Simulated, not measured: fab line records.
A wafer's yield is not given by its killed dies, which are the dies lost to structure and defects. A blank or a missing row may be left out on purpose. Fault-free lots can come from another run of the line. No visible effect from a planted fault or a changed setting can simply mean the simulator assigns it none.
Matching of chambers | flow gf180mcu | 4 sister chambers for GF_V3_ETCH_16 on rie_diel-04
The step etches BARC in N2/H2. 8 wafers are shown with their chamber, then 7 later ones without.

## WAFERS PAIRED WITH THEIR CHAMBERS
wafer  | chamber | drypump_motor_current_A (A) | throttle_valve_pct (%)
L444.2 | 2       | 6.5                         | 13.216
L446.4 | 2       | 6.5                         | 13.231
L447.1 | 3       | 4.6                         | 13.225
L447.2 | 0       | 6.4                         | 13.216
L451.5 | 0       | 6.4                         | 13.216
L451.6 | 3       | 4.6                         | 13.218
L459.1 | 1       | 6.2                         | 13.234
L459.4 | 1       | 6.1                         | 13.226

## WAFERS WITHOUT THEIR CHAMBER
wafer  | drypump_motor_current_A (A) | throttle_valve_pct (%)
L459.6 | 6.5                         | 13.222
L461.1 | 6.1                         | 13.242
L461.4 | 4.6                         | 13.233
L461.6 | 6.4                         | 13.226
L467.1 | 6.1                         | 13.221
L467.4 | 6.4                         | 13.215
L467.5 | 6.5                         | 13.234

## WHICH CHAMBER EACH ONE RAN IN
wafer  | from the rows above     | in truth
L459.6 | 2                       | 2
L461.1 | 1                       | 1
L461.4 | 3                       | 3
L461.6 | can't be placed: 0 or 2 | 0
L467.1 | 1                       | 1
L467.4 | 0                       | 0
L467.5 | 2                       | 2
6 of 7 placed correctly. Unplaceable from these rows: 1, with the true chamber sitting among the candidates in 1. Number placed wrongly: 0.
How it was worked out, from the rows above alone: a wafer's distance from a chamber is the root of the sum, over the readings, of the square of ((its reading less the chamber's mean) divided by the reading's scatter). The wafer belongs to the nearest chamber; if the next one is less than 2 further off, it can't be placed. For every chamber, the mean is computed from those of its wafers that are shown. The scatter: the root of (the sum of the squares of (reading less its chamber's mean) over the shown wafers, divided by (wafers less chambers)).
